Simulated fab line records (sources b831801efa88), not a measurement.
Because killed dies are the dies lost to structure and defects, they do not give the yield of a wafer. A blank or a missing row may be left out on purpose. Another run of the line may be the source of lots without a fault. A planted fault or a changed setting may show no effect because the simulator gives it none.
Lot-split experiment || flow sfq_line || 27 wafers read from 5 lots, route of 325 steps

THE SPLIT ITSELF
At SFQ_TRILAYER_M4_DEP_SPUTTER_091 (material Nb, target thk 200 nm, time 133.3 s), the setting time_s was moved away from the recipe's 133.3 s on 12 of the 27 wafers read, by -37.4% to +50.3%. The other wafers ran this setting at the recipe's value.

FROM THE SPLIT TO THE READING: what the file shows between them, 3 steps
- SFQ_M4_RS_MEAS_924: measures by four-point-probe
- SFQ_TRILAYER_M4_LITHO_COAT_098: resist thk 62 nm
- SFQ_TRILAYER_M4_BARC_OPEN_METAL_ETCH_123: etches BARC in O2, target depth 125 nm, time 41.7 s

THE READING
oes_product_au, in a.u., at SFQ_TRILAYER_M4_ETCH_METAL_ETCH_096 (etches Nb in Cl2/Ar, stops on SiO2, target depth 240 nm, time 120 s). Fault-free wafers of this fab line usually give 0.892 a.u., standard deviation 0.0073 a.u.

{"wafer": "L074.3", "tool, chamber at the split": "pvd_sputter-06, -", "time_s as run, s": 133.3, "against the recipe": "recipe", "oes_product_au, a.u.": 0.902, "against lot-mates on the recipe": "-"}
{"wafer": "L074.5", "tool, chamber at the split": "pvd_sputter-06, -", "time_s as run, s": 133.3, "against the recipe": "recipe", "oes_product_au, a.u.": 0.895, "against lot-mates on the recipe": "-"}
{"wafer": "L074.6", "tool, chamber at the split": "pvd_sputter-06, -", "time_s as run, s": 133.3, "against the recipe": "recipe", "oes_product_au, a.u.": 0.884, "against lot-mates on the recipe": "-"}
{"wafer": "L076.1", "tool, chamber at the split": "pvd_sputter-04, -", "time_s as run, s": 200.4, "against the recipe": "+50.3%", "oes_product_au, a.u.": 1.016, "against lot-mates on the recipe": "+0.121"}
{"wafer": "L076.2", "tool, chamber at the split": "pvd_sputter-04, -", "time_s as run, s": 200.4, "against the recipe": "+50.3%", "oes_product_au, a.u.": 1.016, "against lot-mates on the recipe": "+0.121"}
{"wafer": "L076.3", "tool, chamber at the split": "pvd_sputter-04, -", "time_s as run, s": 133.3, "against the recipe": "recipe", "oes_product_au, a.u.": 0.891, "against lot-mates on the recipe": "-"}
{"wafer": "L076.4", "tool, chamber at the split": "pvd_sputter-04, -", "time_s as run, s": 200.4, "against the recipe": "+50.3%", "oes_product_au, a.u.": 1.010, "against lot-mates on the recipe": "+0.115"}
{"wafer": "L076.5", "tool, chamber at the split": "pvd_sputter-04, -", "time_s as run, s": 133.3, "against the recipe": "recipe", "oes_product_au, a.u.": 0.891, "against lot-mates on the recipe": "-"}
{"wafer": "L076.6", "tool, chamber at the split": "pvd_sputter-04, -", "time_s as run, s": 133.3, "against the recipe": "recipe", "oes_product_au, a.u.": 0.903, "against lot-mates on the recipe": "-"}
{"wafer": "L077.1", "tool, chamber at the split": "pvd_sputter-04, -", "time_s as run, s": 133.3, "against the recipe": "recipe", "oes_product_au, a.u.": 0.904, "against lot-mates on the recipe": "-"}
{"wafer": "L077.2", "tool, chamber at the split": "pvd_sputter-04, -", "time_s as run, s": 133.3, "against the recipe": "recipe", "oes_product_au, a.u.": 0.896, "against lot-mates on the recipe": "-"}
{"wafer": "L077.3", "tool, chamber at the split": "pvd_sputter-04, -", "time_s as run, s": 83.39, "against the recipe": "-37.4%", "oes_product_au, a.u.": 0.701, "against lot-mates on the recipe": -0.196}
{"wafer": "L077.4", "tool, chamber at the split": "pvd_sputter-04, -", "time_s as run, s": 83.39, "against the recipe": "-37.4%", "oes_product_au, a.u.": 0.697, "against lot-mates on the recipe": -0.200}
{"wafer": "L077.5", "tool, chamber at the split": "pvd_sputter-04, -", "time_s as run, s": 83.39, "against the recipe": "-37.4%", "oes_product_au, a.u.": 0.701, "against lot-mates on the recipe": -0.196}
{"wafer": "L077.6", "tool, chamber at the split": "pvd_sputter-04, -", "time_s as run, s": 133.3, "against the recipe": "recipe", "oes_product_au, a.u.": 0.891, "against lot-mates on the recipe": "-"}
{"wafer": "L081.1", "tool, chamber at the split": "pvd_sputter-05, -", "time_s as run, s": 133.3, "against the recipe": "recipe", "oes_product_au, a.u.": 0.886, "against lot-mates on the recipe": "-"}
{"wafer": "L081.2", "tool, chamber at the split": "pvd_sputter-05, -", "time_s as run, s": 83.93, "against the recipe": "-37.0%", "oes_product_au, a.u.": 0.705, "against lot-mates on the recipe": -0.180}
{"wafer": "L081.3", "tool, chamber at the split": "pvd_sputter-05, -", "time_s as run, s": 133.3, "against the recipe": "recipe", "oes_product_au, a.u.": 0.883, "against lot-mates on the recipe": "-"}
{"wafer": "L081.4", "tool, chamber at the split": "pvd_sputter-05, -", "time_s as run, s": 83.93, "against the recipe": "-37.0%", "oes_product_au, a.u.": 0.683, "against lot-mates on the recipe": -0.202}
{"wafer": "L081.5", "tool, chamber at the split": "pvd_sputter-05, -", "time_s as run, s": 83.93, "against the recipe": "-37.0%", "oes_product_au, a.u.": 0.689, "against lot-mates on the recipe": -0.196}
{"wafer": "L081.6", "tool, chamber at the split": "pvd_sputter-05, -", "time_s as run, s": 133.3, "against the recipe": "recipe", "oes_product_au, a.u.": 0.886, "against lot-mates on the recipe": "-"}
{"wafer": "L084.1", "tool, chamber at the split": "pvd_sputter-05, -", "time_s as run, s": 133.3, "against the recipe": "recipe", "oes_product_au, a.u.": 0.893, "against lot-mates on the recipe": "-"}
{"wafer": "L084.2", "tool, chamber at the split": "pvd_sputter-05, -", "time_s as run, s": 172, "against the recipe": "+29.0%", "oes_product_au, a.u.": 1.008, "against lot-mates on the recipe": "+0.113"}
{"wafer": "L084.3", "tool, chamber at the split": "pvd_sputter-05, -", "time_s as run, s": 172, "against the recipe": "+29.0%", "oes_product_au, a.u.": 1.003, "against lot-mates on the recipe": "+0.108"}
{"wafer": "L084.4", "tool, chamber at the split": "pvd_sputter-05, -", "time_s as run, s": 133.3, "against the recipe": "recipe", "oes_product_au, a.u.": 0.892, "against lot-mates on the recipe": "-"}
{"wafer": "L084.5", "tool, chamber at the split": "pvd_sputter-05, -", "time_s as run, s": 133.3, "against the recipe": "recipe", "oes_product_au, a.u.": 0.899, "against lot-mates on the recipe": "-"}
{"wafer": "L084.6", "tool, chamber at the split": "pvd_sputter-05, -", "time_s as run, s": 172, "against the recipe": "+29.0%", "oes_product_au, a.u.": 1.014, "against lot-mates on the recipe": "+0.119"}

THE FIT
A straight line over all 27 wafers: oes_product_au changes by +0.00394 a.u. for each +1% of time_s; r = +0.96; the points scatter about the line by 0.031 a.u.
The same after taking each lot's own level away (the mean of its wafers on the recipe; 27 wafers): +0.00389 a.u. for each +1%; r = +0.96; scatter 0.03 a.u.
The reading moves by 0.2 a.u. for the largest change in time_s, on that fit.
Measured against the standard deviation above, the lots' own levels, which go from 0.8850 to 0.8970 a.u., span 1.6 times it.
Hence the lot-to-lot level has little effect on the slope; both slopes agree.
Check: for one of the wafers moved furthest among these (+50.3%), held out of the fit, the line's prediction against its lot-mates is +0.188 a.u. It came out at +0.121 a.u. against them.

OTHER SPLITS ON THESE WAFERS
These wafers also went through other splits before the reading. Each is held against what the fit with the lots' levels taken away leaves over:
{"other split on the same wafers": "SFQ_TRILAYER_INCOMING_OXIDATION_002 ox_time_s", "wafers away from the commonest value": 21, "r with oes_product_au (lot level and that fit taken away)": "+0.03"}
{"other split on the same wafers": "SFQ_TRILAYER_L0_CAP_PECVD_011 time_s", "wafers away from the commonest value": 6, "r with oes_product_au (lot level and that fit taken away)": "+0.08"}
{"other split on the same wafers": "SFQ_TRILAYER_M0_BARC_OPEN_METAL_ETCH_031 time_s", "wafers away from the commonest value": 9, "r with oes_product_au (lot level and that fit taken away)": -0.14}
{"other split on the same wafers": "SFQ_TRILAYER_I1_DEP_PECVD_045 time_s", "wafers away from the commonest value": 9, "r with oes_product_au (lot level and that fit taken away)": "+0.00"}
{"other split on the same wafers": "SFQ_TRILAYER_I2_DEP_PECVD_063 time_s", "wafers away from the commonest value": 12, "r with oes_product_au (lot level and that fit taken away)": -0.19}
{"other split on the same wafers": "SFQ_TRILAYER_M3_ETCH_METAL_ETCH_078 time_s", "wafers away from the commonest value": 12, "r with oes_product_au (lot level and that fit taken away)": "+0.04"}

THE WHOLE CHAIN: every reading that the file lists as answering this split, in the file's order
{"step": "SFQ_TRILAYER_M4_DEP_SPUTTER_091", "what it does": "material Nb, target thk 200 nm, time 133.3 s", "reading": "Nb_of_TRILAYER_M4_DEP_SPUTTER_091.thk_nm (the simulator's own value, which no gauge read)", "change (the file's fit)": "+2.02 nm for each +1% of the setting", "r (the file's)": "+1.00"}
{"step": "SFQ_M4_RS_MEAS_924", "what it does": "measures by four-point-probe", "reading": "M4_NB_RS", "change (the file's fit)": "-0.0102 for each +1% of the setting", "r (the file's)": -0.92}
{"step": "SFQ_TRILAYER_M4_ETCH_METAL_ETCH_096", "what it does": "etches Nb in Cl2/Ar, stops on SiO2, target depth 240 nm, time 120 s", "reading": "oes_product_au", "change (the file's fit)": "+0.00387 a.u. for each +1% of the setting", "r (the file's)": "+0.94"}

FILE'S OWN FIT
oes_product_au changes by +0.00387 a.u. for each +1% of time_s, r = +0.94.
